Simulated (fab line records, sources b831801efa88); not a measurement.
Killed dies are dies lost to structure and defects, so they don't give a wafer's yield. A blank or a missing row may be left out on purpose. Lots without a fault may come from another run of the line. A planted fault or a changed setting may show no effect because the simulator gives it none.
fab line records | flow sky130 | part 2 of 2: steps 30 to 38 of 38
record lots=5 wafers=15 last_day=50
route steps=708 shown CONTACT@423 METAL1@434 VIA1@458
lots that met no fault: from a run of the same line without faults
start_h: hours from the record's first day to the start of the lot's first wafer shown | wait_h: hours since the lot's step before | " the same as in the row above | L1.1+2: a row that stands for several wafers | - no value, or no start given | * or withheld: withheld | < > ~ a bound
route shown NAME@n: a module of which the file shows steps, and the number in the route of the first | usual: mean/standard deviation of fault-free wafers | same: alike in all rows | chamber/n: place in a boat | sites: the reading at each site | _std_site: their standard deviation | _edge_site: outer sites' mean less inner sites' | radius_mm: how far each site lies from the wafer's centre | mask NAME#n: copy n | behind: the tool/chamber that last shaped the wafer | hold: why the lot was held/for how many hours/how that ended | device: the transistor (n, p or np) that didn't switch | end of line: the same wafers' tests at the end of the route | a step without rows: its recipe alone | killed: dies lost to structure and defects at the first sort, not the wafer's yield | map: a wafer's dies, x killed, . not, _ none there
set.NAME: the setting as run; set.NAME@STEP: as run at that earlier step | model.NAME: the simulator's own value behind a step, which no gauge read
lots at some steps of the route; a table a step, a row a wafer
services: from which hour (start_h, from the record's first day; less than 0 if before it) a tool's chamber was out of use, for how many hours, and why
## steps
# step SKY_METAL1_ETCH_18
# recipe chemistry=N2/H2 target=BARC ion_energy_ev=200 bias_w=100 pressure_mtorr=30 n2_flow_sccm=100 h2_flow_sccm=200 icp_w=500 stop_on=SiO2 time_s=45.9 target_depth_a=600
# usual drypump_motor_current_A=5.84/0.23 oes_product_au=0.855/0.0051 throttle_valve_pct=13.224/0.0087
# columns lot.wafer tool chamber start_h wait_h drypump_motor_current_A oes_product_au rf_hours_counter_h throttle_valve_pct
L075.2 rie_metal-04 1 767.35 0.0 5.84 0.857 7 13.225
L075.4 " 1 " " 5.78 0.850 - 13.225
L075.5 " 1 " " 5.83 0.861 - 13.217
L078.3 rie_metal-01 1 799.07 0.0 5.71 0.858 - 13.223
L078.4 " 0 " " 6.09 0.852 - 13.217
L078.6 " 1 " " 5.72 0.853 - 13.235
L088.1 rie_metal-01 1 874.00 0.0 5.73 0.860 8 13.224
L088.2 " 0 " " 6.09 0.853 10 13.240
L088.5 " 0 " " 6.12 0.852 - 13.220
L094.1 rie_metal-03 0 910.80 0.0 5.83 0.853 7 13.232
L094.4 " 0 " " 5.83 0.853 - 13.233
L094.6 " 0 " " 5.81 0.861 - 13.230
L095.3 rie_metal-04 1 919.07 0.1 5.79 0.854 - 13.232
L095.5 " 1 " " 5.85 0.845 - 13.215
L095.6 " 1 " " 5.79 0.842 - 13.224
# step SKY_METAL1_METAL_ETCH_19
# recipe target_depth_a=3600 stop_on=SiO2 over_etch_frac=0.3 time_s=78 chemistry=Cl2/BCl3 resist_sidewall_deg=88 pressure_mtorr=10 icp_w=900 bias_w=48.5 Cl2_flow_sccm=60 bcl3_flow_sccm=30
# usual drypump_motor_current_A=5.84/0.23 oes_product_au=0.855/0.0062 throttle_valve_pct=22.264/0.0091
# columns lot.wafer tool chamber start_h wait_h drypump_motor_current_A oes_product_au rf_hours_counter_h throttle_valve_pct
L075.2 rie_metal-04 1 767.42 0.0 5.85 0.860 7 22.259
L075.4 " 1 " " 5.84 0.848 - 22.271
L075.5 " 1 " " 5.83 0.855 - 22.253
L078.3 rie_metal-01 1 799.14 0.1 5.71 0.861 - 22.270
L078.4 " 0 " " 6.09 0.851 - 22.256
L078.6 " 1 " " 5.72 0.854 - 22.276
L088.1 rie_metal-01 1 874.06 0.0 5.73 0.865 8 22.257
L088.2 " 0 " " 6.08 0.843 11 22.261
L088.5 " 0 " " 6.12 0.856 - 22.267
L094.1 rie_metal-03 0 910.86 0.0 5.84 0.861 7 22.272
L094.4 " 0 " " 5.85 0.859 - 22.270
L094.6 " 0 " " 5.85 0.861 - 22.270
L095.3 rie_metal-04 1 919.22 0.1 5.82 0.859 - 22.253
L095.5 " 1 " " 5.86 0.859 - 22.269
L095.6 " 1 " " 5.82 0.840 - 22.249
# step SKY_METAL1_STRIP_20
# recipe chemistry=O2/N2 power_w=1400 pressure_mtorr=1500 platen_temp_c=withheld o2_flow_sccm=3000 n2_flow_sccm=300 overash_fraction=0.5
# usual drypump_motor_current_A=5.7/0.46 oes_product_au=0.343/0.005 strip_time_to_endpoint_s=2.69/0.065
# columns lot.wafer tool chamber start_h wait_h drypump_motor_current_A oes_product_au rf_hours_counter_h strip_time_to_endpoint_s
L075.2 plasma_asher-03 0 767.51 0.1 5.7 0.339 2 2.72
L075.4 " 1 " " 6.1 0.339 - 2.70
L075.5 " 0 " " 5.7 0.347 - 2.69
L078.3 plasma_asher-04 1 799.23 0.1 5.9 0.344 - 2.73
L078.4 " 0 " " 6.0 0.334 - 2.54
L078.6 " 1 " " 5.9 0.344 - 2.70
L088.1 plasma_asher-02 0 874.15 0.1 4.8 0.344 73 2.71
L088.2 " 1 " " 5.8 0.334 73 2.52
L088.5 " 1 " " 5.8 0.336 - 2.56
L094.1 plasma_asher-04 0 910.95 0.1 6.0 0.346 49 2.77
L094.4 " 1 " " 5.9 0.343 - 2.81
L094.6 " 1 " " 5.9 0.342 - 2.80
L095.3 plasma_asher-02 1 919.37 0.1 5.8 0.342 - 2.75
L095.5 " 1 " " 5.8 0.342 - 2.75
L095.6 " 0 " " 4.8 0.337 - 2.74
# step SKY_METAL1_STRIP_21
# recipe chemistry=post_etch_residue_remover time_s=1200 temp_c=72.5
# columns lot.wafer tool chamber start_h wait_h
L075.2+4+5 wet_bench-01 3 767.61 0.1
L078.3+4+6 wet_bench-04 1 799.30 0.0
L088.1+2+5 wet_bench-01 3 874.25 0.1
L094.1+4+6 wet_bench-04 1 911.05 0.1
L095.3+5+6 wet_bench-04 2 919.44 0.0
# step SKY_METAL1_CLEAN_22
# recipe chemistry=IPA time_s=180 temp_c=25
# columns lot.wafer tool chamber start_h wait_h
L075.2+4+5 wet_bench-03 3 767.95 0.0
L078.3+4+6 wet_bench-01 1 799.67 0.0
L088.1+2+5 wet_bench-03 0 874.63 0.0
L094.1+4+6 wet_bench-01 1 911.39 0.0
L095.3+5+6 wet_bench-03 2 919.78 0.0
# step SKY_METAL1_CLEAN_23
# recipe chemistry=O3/DIW dry=n2_spin
# columns lot.wafer tool chamber start_h wait_h
L075.2+4+5 wet_bench-04 3 768.01 0.0
L078.3+4+6 wet_bench-04 0 799.73 0.0
L088.1+2+5 wet_bench-04 0 874.68 0.0
L094.1+4+6 wet_bench-04 3 911.46 0.0
L095.3+5+6 wet_bench-04 2 919.84 0.0
# step SKY_VIA1_HDPCVD_00
# recipe material=SiO2 target_thk_nm=1030 sigma_open_frac=0.3 time_s=171.7 temp_c=400 sih4_flow_sccm=60 pressure_mtorr=6
# usual sih4_flow_sccm=60.00/0.16
# columns lot.wafer tool chamber start_h wait_h sih4_flow_sccm
L075.2 hdpcvd-01 0 768.10 0.0 60.09
L075.4 " 2 " " 59.88
L075.5 " 0 " " 60.32
L078.3 hdpcvd-01 0 799.83 0.0 59.73
L078.4 " 1 " " 60.17
L078.6 " 2 " " 59.95
L088.1 hdpcvd-02 0 874.78 0.0 59.82
L088.2 " 2 " " 60.18
L088.5 " 0 " " 60.10
L094.1 hdpcvd-01 1 911.55 0.0 60.25
L094.4 " 2 " " 59.91
L094.6 " 1 " " 59.99
L095.3 hdpcvd-01 0 919.93 0.0 59.88
L095.5 " 1 " " 60.13
L095.6 " 2 " " 59.91
# step SKY_VIA1_THK_MEAS_01
# recipe reads=SiO2_of_VIA1_HDPCVD_00
# usual VIA1_HDPCVD_THK=1029/10
# columns lot.wafer tool chamber start_h wait_h VIA1_HDPCVD_THK[nm]
L075.2 film_metro-01 - 768.22 0.1 1019
L075.4 " - " " 1023
L075.5 " - " " 1037
L078.3 film_metro-01 - 799.96 0.1 1026
L078.4 " - " " 1030
L078.6 " - " " 1038
L088.1 film_metro-04 - 874.89 0.1 1019
L088.2 " - " " 1034
L088.5 " - " " 1015
L094.1 film_metro-04 - 911.66 0.1 1037
L094.4 " - " " 1020
L094.6 " - " " 1037
L095.3 film_metro-04 - 920.06 0.1 1029
L095.5 " - " " 1027
L095.6 " - " " 1017
# step SKY_VIA1_CMP_02
# recipe material=SiO2 down_force_psi=4 platen_rpm=60 pad_velocity_m_s=0.94248
# usual motor_current_A=12.4/1.7
# columns lot.wafer tool chamber start_h wait_h motor_current_A
L075.2 cmp-02 2 768.27 0.0 13.8
L075.4 " 0 " " 11.1
L075.5 " 3 " " 11.8
L078.4 cmp-01 3 800.10 0.1 12.8
L078.3 " 0 " " 12.8
L078.6 " 2 " " 9.3
L088.2 cmp-01 1 874.95 0.0 15.1
L088.1 " 2 " " 9.1
L088.5 " 2 " " 9.2
L094.4 cmp-01 3 911.82 0.1 13.2
L094.1 " 0 " " 12.5
L094.6 " 1 " " 14.4
L095.3 cmp-02 0 920.25 0.2 10.8
L095.5 " 1 " " 12.3
L095.6 " 2 " " 13.8
## services
# columns tool chamber start_h hours kind
wet_bench-01 - 719.29 1.9 pm
cmp-02 - 733.83 5.2 pm
rie_diel-01 - 734.06 0.6 repair
cmp-02 - 744.04 4.0 pm
hdpcvd-01 0 749.68 2.0 repair
krf_scanner-01 - 750.70 1.3 pm
wet_bench-03 - 768.62 2.1 repair
rie_diel-01 - 774.10 0.3 repair
cmp-01 - 782.30 0.8 repair
rie_diel-01 - 787.82 15.6 pm
cmp-01 - 797.15 2.5 repair
krf_scanner-01 - 802.88 1.0 pm
cmp-01 - 805.97 0.5 repair
pvd_sputter-03 - 806.46 5.6 repair
krf_scanner-01 - 811.06 0.8 pm
wet_bench-03 - 819.62 2.2 repair
rie_metal-04 1 859.94 6.9 repair
krf_scanner-01 - 863.46 0.6 repair
cmp-01 - 866.27 0.6 repair
hdpcvd-01 - 867.59 1.1 repair
cmp-02 - 870.84 2.4 repair
cmp-02 - 881.19 3.1 repair
rie_metal-01 - 911.56 2.8 pm
cmp-01 - 912.25 4.0 pm
